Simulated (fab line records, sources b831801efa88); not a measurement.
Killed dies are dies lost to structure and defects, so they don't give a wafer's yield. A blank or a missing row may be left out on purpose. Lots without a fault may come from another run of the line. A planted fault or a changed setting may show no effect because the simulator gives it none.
fab line records | flow sky130
record lots=6 wafers=18 last_day=49
route steps=708 shown SONOS_ONO@173 GATE_OXIDE@187 POLY_GATE@204 RES_PROTECT@206 PAD_OPEN@708
lots that met no fault: from a run of the same line without faults
start_h: hours from the record's first day to the start of the lot's first wafer shown | wait_h: hours since the lot's step before | " the same as in the row above | L1.1+2: a row that stands for several wafers | - no value, or no start given | * or withheld: withheld | < > ~ a bound
route shown NAME@n: a module of which the file shows steps, and the number in the route of the first | usual: mean/standard deviation of fault-free wafers | same: alike in all rows | chamber/n: place in a boat | sites: the reading at each site | _std_site: their standard deviation | _edge_site: outer sites' mean less inner sites' | radius_mm: how far each site lies from the wafer's centre | mask NAME#n: copy n | behind: the tool/chamber that last shaped the wafer | hold: why the lot was held/for how many hours/how that ended | device: the transistor (n, p or np) that didn't switch | end of line: the same wafers' tests at the end of the route | a step without rows: its recipe alone | killed: dies lost to structure and defects at the first sort, not the wafer's yield | map: a wafer's dies, x killed, . not, _ none there
set.NAME: the setting as run; set.NAME@STEP: as run at that earlier step | model.NAME: the simulator's own value behind a step, which no gauge read
lots at some steps of the route; a table a step, a row a wafer
services: from which hour (start_h, from the record's first day; less than 0 if before it) a tool's chamber was out of use, for how many hours, and why
## steps
# step SKY_SONOS_ONO_THK_MEAS_05
# recipe reads=SiO2_of_SONOS_ONO_CVD_04
# usual SONOS_ONO_CVD_04_THK=5.76/0.12
# columns lot.wafer tool chamber start_h wait_h SONOS_ONO_CVD_04_THK[nm]
L684.1 film_metro-04 - 251.13 0.0 5.79
L684.4 " - " " 5.88
L684.5 " - " " 5.86
L685.1 film_metro-03 - 266.75 0.0 5.68
L685.4 " - " " 5.67
L685.5 " - " " 5.51
L687.1 film_metro-03 - 273.71 0.0 5.90
L687.3 " - " " 5.82
L687.5 " - " " 5.72
L690.1 film_metro-04 - 307.23 0.0 5.82
L690.2 " - " " 5.90
L690.6 " - " " 5.74
L691.1 film_metro-04 - 312.14 0.0 5.98
L691.2 " - " " 5.87
L691.6 " - " " 5.92
L704.4 film_metro-03 - 416.04 0.0 5.60
L704.5 " - " " 5.60
L704.6 " - " " 5.67
# step SKY_SONOS_ONO_DEHYDRATE_06
# recipe temp_c=200 time_s=60
# step SKY_SONOS_ONO_HMDS_07
# recipe prime_time_s=60 prime_temp_c=120
# step SKY_SONOS_ONO_COAT_08
# recipe resist=NOVOLAK spin_rpm=3000 resist_thk_nm=1140
# step SKY_SONOS_ONO_SOFTBAKE_09
# recipe temp_c=90 time_s=60 resist=NOVOLAK
# step SKY_SONOS_ONO_EXPOSE_10
# recipe mask_id=ONOM target_cd_nm=410 na=0.6 source_shape=conventional sigma_outer=0.6 dose_mj=150
# step SKY_SONOS_ONO_PEB_11
# recipe temp_c=withheld time_s=* resist=NOVOLAK
# step SKY_SONOS_ONO_DEVELOP_12
# recipe develop_time_s=60 dev_temp_c=23
# step SKY_SONOS_ONO_CD_MEAS_13
# recipe target_cd_nm=410
# usual cd_nm=410.1/1.9
# columns lot.wafer tool chamber start_h wait_h cd_nm
L684.1 cd_sem-02 - 274.75 0.1 410.4
L684.4 " - " " 411.2
L684.5 " - " " 411.6
L685.1 cd_sem-01 - 290.78 0.1 409.1
L685.4 " - " " 410.9
L685.5 " - " " 409.9
L687.1 cd_sem-02 - 298.38 0.1 407.8
L687.3 " - " " 406.9
L687.5 " - " " 406.9
L690.1 cd_sem-02 - 332.68 0.1 409.9
L690.2 " - " " 410.9
L690.6 " - " " 412.3
L691.1 cd_sem-02 - 338.79 0.1 409.7
L691.2 " - " " 412.5
L691.6 " - " " 412.3
L704.4 cd_sem-02 - 446.99 0.1 411.7
L704.5 " - " " 410.7
L704.6 " - " " 409.8
# step SKY_SONOS_ONO_OVL_MEAS_14
# usual SONOS_ONO_OVL=1.4/1.4
# columns lot.wafer tool chamber start_h wait_h SONOS_ONO_OVL[nm]
L684.1 overlay-02 - 274.87 0.1 0.4
L684.4 " - " " 2.7
L684.5 " - " " 0.4
L685.1 overlay-02 - 290.90 0.1 -1.1
L685.4 " - " " 1.1
L685.5 " - " " -0.3
L687.1 overlay-02 - 298.50 0.1 1.6
L687.3 " - " " -0.1
L687.5 " - " " -1.4
L690.1 overlay-01 - 332.80 0.1 5.7
L690.2 " - " " 2.6
L690.6 " - " " 3.9
L691.1 overlay-02 - 338.91 0.1 3.5
L691.2 " - " " 2.1
L691.6 " - " " -0.4
L704.4 overlay-01 - 447.07 0.1 0.7
L704.5 " - " " 0.7
L704.6 " - " " 2.2
# step SKY_SONOS_ONO_ETCH_15
# recipe target_depth_nm=19.52 chemistry=CHF3/O2 source_w=600 bias_w=200 pressure_mtorr=40 chf3_flow_sccm=50 O2_flow_sccm=5 time_s=7.8
# usual drypump_motor_current_A=5.8/0.39 oes_product_au=0.993/0.011 throttle_valve_pct=8.823/0.01
# columns lot.wafer tool chamber start_h wait_h drypump_motor_current_A oes_product_au rf_hours_counter_h throttle_valve_pct
L684.1 rie_diel-01 0 274.90 0.0 5.5 1.003 115 8.827
L684.4 " 2 " " 5.5 0.991 69 8.837
L684.5 " 3 " " 6.0 0.993 - 8.821
L685.1 rie_diel-02 2 290.94 0.0 5.8 0.993 48 8.823
L685.4 " 1 " " 5.9 0.986 6 8.826
L685.5 " 2 " " 5.8 0.998 - 8.819
L687.1 rie_diel-01 2 298.54 0.0 5.5 0.995 70 8.822
L687.3 " 1 " " 6.3 1.003 76 8.816
L687.5 " 2 " " 5.4 0.996 - 8.821
L690.1 rie_diel-02 0 332.84 0.0 6.2 0.984 92 8.842
L690.2 " 3 " " 5.3 1.002 119 8.801
L690.6 " 1 " " 5.9 0.991 - 8.827
L691.1 rie_diel-01 1 338.95 0.0 6.3 0.993 76 8.826
L691.2 " 2 " " 5.4 0.999 70 8.823
L691.6 " 2 " " 5.4 0.994 - 8.822
L704.4 rie_diel-02 0 447.09 0.0 6.2 0.978 95 8.842
L704.5 " 3 " " 5.3 0.990 - 8.821
L704.6 " 2 " " 5.8 0.987 - 8.840
# step SKY_SONOS_ONO_WET_ETCH_16
# recipe chemistry=dHF target_depth_nm=14 dry=n2_spin target=SiO2 dilution=100:1 temp_c=25 time_s=276.5
# step SKY_SONOS_ONO_STRIP_17
# recipe chemistry=O2/N2 power_w=1400 pressure_mtorr=1500 platen_temp_c=withheld o2_flow_sccm=3000 n2_flow_sccm=300 overash_fraction=0.5
# usual drypump_motor_current_A=5.8/0.34 oes_product_au=0.710/0.0047 strip_time_to_endpoint_s=14.12/0.044
# columns lot.wafer tool chamber start_h wait_h drypump_motor_current_A oes_product_au rf_hours_counter_h strip_time_to_endpoint_s
L684.1 plasma_asher-02 0 275.01 0.0 5.5 0.706 15 14.09
L684.4 " 0 " " 5.5 0.715 - 14.09
L684.5 " 0 " " 5.5 0.702 - 13.99
L685.1 plasma_asher-02 0 291.04 0.0 5.5 0.712 18 14.07
L685.4 " 1 " " 6.0 0.704 - 14.05
L685.5 " 1 " " 6.0 0.717 - 14.06
L687.1 plasma_asher-01 0 298.65 0.0 6.0 0.705 45 14.12
L687.3 " 0 " " 5.9 0.710 - 14.09
L687.5 " 1 " " 5.6 0.713 - 14.10
L690.1 plasma_asher-01 0 332.95 0.0 6.0 0.711 49 14.12
L690.2 " 1 " " 5.6 0.711 49 14.07
L690.6 " 1 " " 5.6 0.707 - 14.09
L691.1 plasma_asher-01 0 339.07 0.0 6.0 0.713 49 14.04
L691.2 " 1 " " 5.6 0.716 49 14.10
L691.6 " 0 " " 5.9 0.709 - 14.04
L704.4 plasma_asher-04 1 447.23 0.0 6.7 0.704 - 14.13
L704.5 " 1 " " 6.7 0.710 - 14.11
L704.6 " 0 " " 5.4 0.710 - 14.17
# step SKY_SONOS_ONO_WET_ETCH_18
# recipe chemistry=H3PO4 target_depth_nm=15 target=Si3N4 temp_c=160 time_s=172
# step SKY_GATE_OXIDE_CLEAN_00
# recipe chemistry=SC1/SC2 mix=1:4:20 temp_c=70 time_s=150 dry=n2_spin
# step SKY_GATE_OXIDE_OXIDATION_01
# recipe temp_c=900 ambient=O2 stabilise_s=600 purge_s=300 target_thk_a=102.68 ox_time_s=1473
# step SKY_GATE_OXIDE_THK_MEAS_02
# recipe reads=SiO2_of_GATE_OXIDE_OXIDATION_01
# usual GATE_OXIDE_OXIDATION_00_THK=10.18/0.23
# columns lot.wafer tool chamber start_h wait_h GATE_OXIDE_OXIDATION_00_THK[nm]
L684.1 film_metro-01 - 277.28 0.0 10.34
L684.4 " - " " 10.17
L684.5 " - " " 10.33
L685.1 film_metro-03 - 293.90 0.0 10.17
L685.4 " - " " 10.02
L685.5 " - " " 10.05
L687.1 film_metro-03 - 300.57 0.0 9.73
L687.3 " - " " 9.54
L687.5 " - " " 9.53
L690.1 film_metro-03 - 335.73 0.0 9.89
L690.2 " - " " 9.84
L690.6 " - " " 9.79
L691.1 film_metro-03 - 341.55 0.0 10.28
L691.2 " - " " 10.18
L691.6 " - " " 10.33
L704.4 film_metro-03 - 448.84 0.0 10.24
L704.5 " - " " 10.01
L704.6 " - " " 10.07
# step SKY_GATE_OXIDE_DEHYDRATE_03
# recipe temp_c=200 time_s=60
# step SKY_GATE_OXIDE_HMDS_04
# recipe prime_time_s=60 prime_temp_c=120
# step SKY_GATE_OXIDE_COAT_05
# recipe resist=NOVOLAK spin_rpm=3000 resist_thk_nm=1140
# step SKY_GATE_OXIDE_SOFTBAKE_06
# recipe temp_c=90 time_s=60 resist=NOVOLAK
# step SKY_GATE_OXIDE_EXPOSE_07
# recipe mask_id=LVOM na=0.6 source_shape=conventional sigma_outer=0.6 polarization=unpolarized target_cd_nm=600 dose_mj=170
# step SKY_GATE_OXIDE_PEB_08
# recipe temp_c=withheld time_s=* resist=NOVOLAK
# step SKY_GATE_OXIDE_DEVELOP_09
# recipe resist=NOVOLAK developer=TMAH develop_time_s=60 dev_temp_c=23
# step SKY_GATE_OXIDE_OVL_MEAS_10
# usual GATE_OXIDE_OVL=-0.2/1.5
# columns lot.wafer tool chamber start_h wait_h GATE_OXIDE_OVL[nm]
L684.1 overlay-01 - 301.84 0.1 -0.8
L684.4 " - " " -0.1
L684.5 " - " " 1.7
L685.1 overlay-02 - 318.98 0.1 2.7
L685.4 " - " " 1.1
L685.5 " - " " -0.1
L687.1 overlay-01 - 326.08 0.1 -0.7
L687.3 " - " " -0.2
L687.5 " - " " 1.6
L690.1 overlay-02 - 363.68 0.1 0.2
L690.2 " - " " -0.8
L690.6 " - " " -1.0
L691.1 overlay-02 - 369.08 0.1 0.1
L691.2 " - " " 0.5
L691.6 " - " " -1.8
L704.4 overlay-02 - 479.70 0.1 -0.5
L704.5 " - " " -1.0
L704.6 " - " " -0.3
# step SKY_GATE_OXIDE_IMPLANT_11
# recipe species=B energy_kev=10 dose_cm2=2.6e+12 tilt_deg=withheld
# step SKY_GATE_OXIDE_WET_ETCH_12
# recipe chemistry=dHF target_depth_nm=16.8 dry=n2_spin target=SiO2 dilution=100:1 temp_c=25 time_s=336
# step SKY_GATE_OXIDE_STRIP_13
# recipe chemistry=O2/N2 power_w=1400 pressure_mtorr=1500 platen_temp_c=withheld o2_flow_sccm=3000 n2_flow_sccm=300 overash_fraction=0.5
# usual drypump_motor_current_A=6.2/0.47 oes_product_au=0.716/0.0045 strip_time_to_endpoint_s=14.20/0.042
# columns lot.wafer tool chamber start_h wait_h drypump_motor_current_A oes_product_au rf_hours_counter_h strip_time_to_endpoint_s
L684.1 plasma_asher-03 1 302.13 0.0 6.4 0.713 63 14.20
L684.4 " 1 " " 6.4 0.710 - 14.17
L684.5 " 0 " " 6.4 0.713 - 14.18
L685.1 plasma_asher-03 1 319.27 0.0 6.4 0.712 65 14.20
L685.4 " 1 " " 6.4 0.718 - 14.19
L685.5 " 1 " " 6.4 0.723 - 14.17
L687.1 plasma_asher-04 1 326.38 0.0 6.7 0.717 64 14.17
L687.3 " 1 " " 6.7 0.711 - 14.19
L687.5 " 1 " " 6.7 0.719 - 14.16
L690.1 plasma_asher-04 0 363.97 0.0 5.4 0.712 68 14.22
L690.2 " 1 " " 6.7 0.723 68 14.20
L690.6 " 0 " " 5.4 0.715 - 14.20
L691.1 plasma_asher-04 0 369.37 0.0 5.4 0.717 68 14.15
L691.2 " 1 " " 6.7 0.720 68 14.10
L691.6 " 1 " " 6.7 0.711 - 14.14
L704.4 plasma_asher-03 1 480.01 0.0 6.4 0.715 - 14.14
L704.5 " 1 " " 6.4 0.710 - 14.15
L704.6 " 0 " " 6.4 0.718 - 14.16
# step SKY_GATE_OXIDE_TW_MEAS_14
# usual GATE_OXIDE_TW=223.9/1
# columns lot.wafer tool chamber start_h wait_h GATE_OXIDE_TW
L684.1 film_metro-03 - 302.23 0.1 223.9
L684.4 " - " " 223.5
L684.5 " - " " 222.7
L685.1 film_metro-03 - 319.37 0.1 224.3
L685.4 " - " " 224.1
L685.5 " - " " 224.5
L687.1 film_metro-02 - 326.48 0.1 222.5
L687.3 " - " " 223.7
L687.5 " - " " 223.2
L690.1 film_metro-01 - 364.07 0.1 223.9
L690.2 " - " " 224.5
L690.6 " - " " 223.7
L691.1 film_metro-03 - 369.47 0.1 222.3
L691.2 " - " " 223.6
L691.6 " - " " 223.7
L704.4 film_metro-02 - 480.10 0.1 224.0
L704.5 " - " " 224.2
L704.6 " - " " 224.0
# step SKY_GATE_OXIDE_CLEAN_15
# recipe chemistry=SC1/SC2 mix=1:4:20 temp_c=70 time_s=150 dry=n2_spin
# step SKY_GATE_OXIDE_OXIDATION_16
# recipe temp_c=800 ambient=O2 idle_temp_c=700 ramp_up_c_per_min=10 ramp_down_c_per_min=3 stabilise_s=600 purge_s=300 target_thk_a=35.7 ox_time_s=1915
# step SKY_POLY_GATE_CVD_00
# recipe material=poly-Si target_thk_nm=180 temp_c=620 time_s=720 pressure_mtorr=200
# step SKY_POLY_GATE_THK_MEAS_01
# recipe reads=poly-Si_of_POLY_GATE_CVD_00
# usual POLY_GATE_CVD_00_THK=180.2/1.8
# columns lot.wafer tool chamber start_h wait_h POLY_GATE_CVD_00_THK[nm]
L684.1 film_metro-04 - 306.28 0.0 180.9
L684.4 " - " " 182.2
L684.5 " - " " 181.7
L685.1 film_metro-02 - 322.35 0.0 181.9
L685.4 " - " " 180.3
L685.5 " - " " 180.3
L687.1 film_metro-04 - 330.90 0.0 177.6
L687.3 " - " " 179.1
L687.5 " - " " 178.9
L690.1 film_metro-01 - 367.29 0.0 178.0
L690.2 " - " " 180.1
L690.6 " - " " 179.6
L691.1 film_metro-04 - 372.75 0.0 180.4
L691.2 " - " " 179.6
L691.6 " - " " 180.3
L704.4 film_metro-04 - 482.95 0.0 179.0
L704.5 " - " " 180.0
L704.6 " - " " 179.3
# step SKY_RES_PROTECT_DEHYDRATE_00
# recipe temp_c=200 time_s=60
# step SKY_RES_PROTECT_HMDS_01
# recipe prime_time_s=60 prime_temp_c=120
# step SKY_RES_PROTECT_COAT_02
# recipe resist=NOVOLAK spin_rpm=3000 resist_thk_nm=1140
# step SKY_RES_PROTECT_SOFTBAKE_03
# recipe temp_c=89.48 time_s=60 resist=NOVOLAK
# step SKY_RES_PROTECT_EXPOSE_04
# recipe mask_id=RPM na=0.6 source_shape=conventional sigma_outer=0.6 polarization=unpolarized target_cd_nm=1270 dose_mj=131
# step SKY_RES_PROTECT_PEB_05
# recipe temp_c=withheld time_s=* resist=NOVOLAK
# step SKY_RES_PROTECT_DEVELOP_06
# recipe resist=NOVOLAK developer=TMAH develop_time_s=60 dev_temp_c=23
# step SKY_POLY_GATE_IMPLANT_02
# recipe species=P energy_kev=30 dose_cm2=7.7e+15 tilt_deg=0
# step SKY_RES_PROTECT_STRIP_07
# recipe chemistry=O2/N2 power_w=1400 pressure_mtorr=1500 platen_temp_c=withheld o2_flow_sccm=3000 n2_flow_sccm=300 overash_fraction=0.5
# usual drypump_motor_current_A=6.0/0.34 oes_product_au=0.518/0.0047 strip_time_to_endpoint_s=23.33/0.039
# columns lot.wafer tool chamber start_h wait_h drypump_motor_current_A oes_product_au rf_hours_counter_h strip_time_to_endpoint_s
L684.1 plasma_asher-02 0 332.38 0.1 5.5 0.521 22 23.42
L684.4 " 1 " " 5.9 0.519 - 23.40
L684.5 " 1 " " 6.0 0.516 - 23.40
L685.1 plasma_asher-03 0 349.63 0.1 6.5 0.507 68 23.27
L685.4 " 1 " " 6.4 0.519 - 23.27
L685.5 " 1 " " 6.4 0.520 - 23.31
L687.1 plasma_asher-03 0 358.23 0.1 6.4 0.516 69 23.40
L687.3 " 0 " " 6.4 0.514 - 23.39
L687.5 " 1 " " 6.4 0.524 - 23.41
L690.1 plasma_asher-03 1 396.48 0.1 6.4 0.519 73 23.29
L690.2 " 0 " " 6.4 0.516 73 23.25
L690.6 " 1 " " 6.4 0.516 - 23.30
L691.1 plasma_asher-03 1 402.18 0.1 6.4 0.521 73 23.25
L691.2 " 0 " " 6.4 0.513 73 23.29
L691.6 " 0 " " 6.4 0.514 - 23.32
L704.4 plasma_asher-01 1 513.21 0.1 5.6 0.516 - 23.32
L704.5 " 0 " " 6.0 0.517 - 23.34
L704.6 " 1 " " 5.6 0.517 - 23.38
# step SKY_PAD_OPEN_PROBE_99
# usual killed_at_M0_to_M3=45/6.8 killed_at_M4_up=3.0/1.7 killed_at_contacts=25/5.7 killed_at_front_end=15/4.6 killed_at_other=0.3/0.66 killed_dies=88/9.5 killed_open=48/7.3 killed_short=39/6.5
# same gross_dies=492 killed_at_back_side=0
# columns lot.wafer tool chamber start_h wait_h killed_at_M0_to_M3 killed_at_M4_up killed_at_contacts killed_at_front_end killed_at_other killed_dies killed_open killed_short
L684.1 prober-01 - 1071.60 0.1 47 5 26 21 0 99 47 51
L684.4 prober-01 - 1071.75 0.2 40 3 29 26 0 98 52 46
L684.5 prober-01 - 1071.80 0.2 33 4 22 15 0 74 40 34
L690.1 prober-02 - 1112.06 0.1 40 6 26 59 0 131 50 37
L690.2 prober-02 - 1112.11 0.1 57 2 26 20 0 105 58 47
L690.6 prober-02 - 1112.31 0.2 38 1 30 14 0 83 39 44
L691.1 prober-01 - 1119.95 0.1 40 3 26 61 1 131 42 50
L691.6 prober-01 - 1120.20 0.2 33 2 27 54 2 118 37 30
L704.4 prober-02 - 1186.06 0.2 43 3 25 13 0 84 50 34
L704.5 prober-02 - 1186.11 0.2 50 3 33 12 0 98 59 37
L704.6 prober-02 - 1186.16 0.2 38 1 37 7 0 83 51 31
# killed by level:class
L684.1 VIA1:geometric_particle:open=13 CONTACT:geometric_particle:open=12 FIELD_ISO:geometric_particle:short=9 VIA1:geometric_particle:short=7 METAL2:geometric_particle:short=7 METAL1:geometric_particle:short=6 VIA2:geometric_particle:open=6 FIELD_ISO:geometric_particle:open=4
L684.4 LI_CONTACT:geometric_particle:open=10 VIA2:geometric_particle:open=9 POLY_GATE:geometric_particle:short=7 VIA1:geometric_particle:open=7 CONTACT:geometric_particle:open=7 METAL2:geometric_particle:short=6 FIELD_ISO:geometric_particle:open=5 LI_CONTACT:geometric_particle:short=5
L684.5 CONTACT:geometric_particle:open=9 VIA2:geometric_particle:open=9 FIELD_ISO:geometric_particle:open=5 LOCAL_INTERCONNECT:geometric_particle:short=5 VIA1:geometric_particle:open=5 FIELD_ISO:geometric_particle:short=4 LI_CONTACT:geometric_particle:open=4 VIA1:geometric_particle:short=4
L690.1 SONOS_ONO:unspecified=44 CONTACT:geometric_particle:open=13 VIA2:geometric_particle:open=7 METAL1:geometric_particle:short=7 LI_CONTACT:geometric_particle:open=5 VIA1:geometric_particle:open=5 POLY_GATE:geometric_particle:short=4 POLY_GATE:geometric_particle:open=4
L690.2 VIA1:geometric_particle:open=13 CONTACT:geometric_particle:open=11 VIA2:geometric_particle:open=9 VIA3:geometric_particle:open=7 FIELD_ISO:geometric_particle:open=6 LI_CONTACT:geometric_particle:open=6 VIA1:geometric_particle:short=6 FIELD_ISO:geometric_particle:short=5
L690.6 VIA1:geometric_particle:open=9 CONTACT:geometric_particle:short=7 VIA1:geometric_particle:short=6 LI_CONTACT:geometric_particle:short=6 LI_CONTACT:geometric_particle:open=6 LOCAL_INTERCONNECT:geometric_particle:short=6 VIA2:geometric_particle:open=6 CONTACT:geometric_particle:open=5
L691.1 SONOS_ONO:unspecified=36 CONTACT:geometric_particle:open=12 METAL2:geometric_particle:short=9 FIELD_ISO:geometric_particle:open=6 VIA1:geometric_particle:open=6 VIA3:geometric_particle:open=6 POLY_GATE:geometric_particle:short=5 LI_CONTACT:geometric_particle:short=5
L691.6 SONOS_ONO:unspecified=49 LI_CONTACT:geometric_particle:open=12 VIA1:geometric_particle:open=7 LI_CONTACT:geometric_particle:short=5 CONTACT:geometric_particle:open=5 VIA2:geometric_particle:open=5 METAL1:geometric_particle:short=4 VIA1:geometric_particle:short=4
L704.4 CONTACT:geometric_particle:open=13 VIA1:geometric_particle:open=10 METAL1:geometric_particle:short=6 CONTACT:geometric_particle:short=5 VIA3:geometric_particle:open=5 LI_CONTACT:geometric_particle:open=4 VIA2:geometric_particle:open=4 POLY_GATE:geometric_particle:short=3
L704.5 CONTACT:geometric_particle:open=12 VIA1:geometric_particle:open=12 LI_CONTACT:geometric_particle:open=10 VIA2:geometric_particle:open=9 VIA2:geometric_particle:short=6 CONTACT:geometric_particle:short=4 VIA1:geometric_particle:short=4 METAL2:geometric_particle:short=4
L704.6 CONTACT:geometric_particle:open=15 VIA1:geometric_particle:open=9 CONTACT:geometric_particle:short=9 LI_CONTACT:geometric_particle:open=7 VIA3:geometric_particle:open=7 LOCAL_INTERCONNECT:geometric_particle:short=5 VIA2:geometric_particle:open=5 METAL2:geometric_particle:open=3
# map L690.1 (x killed, . not)
__________.........._________
________...x..x......._______
______.x..x.xx....xx...._____
_____....x...x.x...x....x____
____..x......x...x........___
___..xx.x.x.....xxxxx......__
__...xxx.xx.....x.x.x......._
_...........x...x.xxxx.x.xxx.
_x.x...........x.xxxxxxx.....
_.xx.............xxxxxx...x..
_.............x.xxxxxxxxx....
_.....xx.x..x....xxxx..x.....
_.......xxxx..x.xxxx.x.......
_....x..........xxx...xx.....
_.x..x.........x.x.x.........
__xxx....xx....x....xx..x..._
___..x................x.x..__
____......x........x.x..x.___
_____xx............x.x.x.____
______.....xx....x..x..x_____
________......x...x..._______
__________....x....._________
# map L691.1 (x killed, . not)
__________.....x...._________
________x...x........x_______
______xx.....x.........._____
_____.x......x.x.x.x.....____
____...x.......xx..x.x....___
___............x.x...x...x.__
__x....x.....x...x.xx.xx.x.x_
_.xxxx..x.x.....xxxxxx....x..
_x......x.xx..x.xxxxxx.......
_........x.x..x.xxxxxxxx.xx..
_x.x.x....x.....xxxxxxx.x..x.
_xxx............xx.xxxx.x...x
_..................x......xxx
_........x..x.x..x..........x
_.x...........x..x...xx...x..
__.....x........x...x....x.._
___x..x..x.xx....x....x.x..__
____.......x.........x.xx.___
_____..x...............x.____
______..xx.............x_____
________x...........x._______
__________.......x.._________
## services
# columns tool chamber start_h hours kind
rie_diel-01 2 263.79 6.8 repair
plasma_asher-04 - 266.28 10.0 repair
rie_diel-01 3 303.98 1.4 repair
rie_diel-02 - 308.98 0.2 repair
rie_diel-02 3 310.50 7.9 repair
plasma_asher-01 - 344.45 15.6 pm
plasma_asher-04 - 353.77 3.3 repair
plasma_asher-04 - 391.55 0.3 repair
rie_diel-02 - 402.74 0.2 repair
plasma_asher-01 - 415.47 2.5 repair
plasma_asher-03 - 421.25 9.0 pm
plasma_asher-03 0 421.25 9.0 vent_cycle
rie_diel-01 3 429.63 15.8 repair
plasma_asher-02 - 437.56 1.0 repair
plasma_asher-01 - 440.53 14.6 pm
plasma_asher-03 - 443.76 2.1 repair
plasma_asher-04 - 456.77 1.7 repair
plasma_asher-01 - 458.41 7.9 repair
plasma_asher-04 - 478.29 0.9 repair
rie_diel-02 2 486.40 5.6 repair
plasma_asher-03 - 494.54 0.5 repair
rie_diel-02 - 497.50 2.3 repair
rie_diel-01 3 503.03 8.9 repair
rie_diel-01 1 509.37 1.2 repair
## key
first_sign step=SKY_PAD_OPEN_PROBE_99 reading=killed_at_front_end direction=up sigmas=9.3 usual=15 struck=58
effect step=SKY_PAD_OPEN_PROBE_99 reading=killed_dies direction=up sigmas=4 usual=88 struck=127
met_at SKY_SONOS_ONO_STRIP_17
struck_wafers L690.1,L691.1,L691.6
tester_left_out L690,L691
onset_between 298.65 332.95
fault kind=chamber_particle_source tool=plasma_asher-01 chamber=0 onset_h=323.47 steps=SKY_SONOS_ONO_STRIP_17 rate_per_visit_cm2=0.50367 end_h=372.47
# tester_left_out: of these lots the tester's yield and bins aren't shown, on N5 and GAA mostly nor the transistor test; their killed dies are dies lost to structure and defects alone, not to doping, threshold or leakage, so they don't give the yield
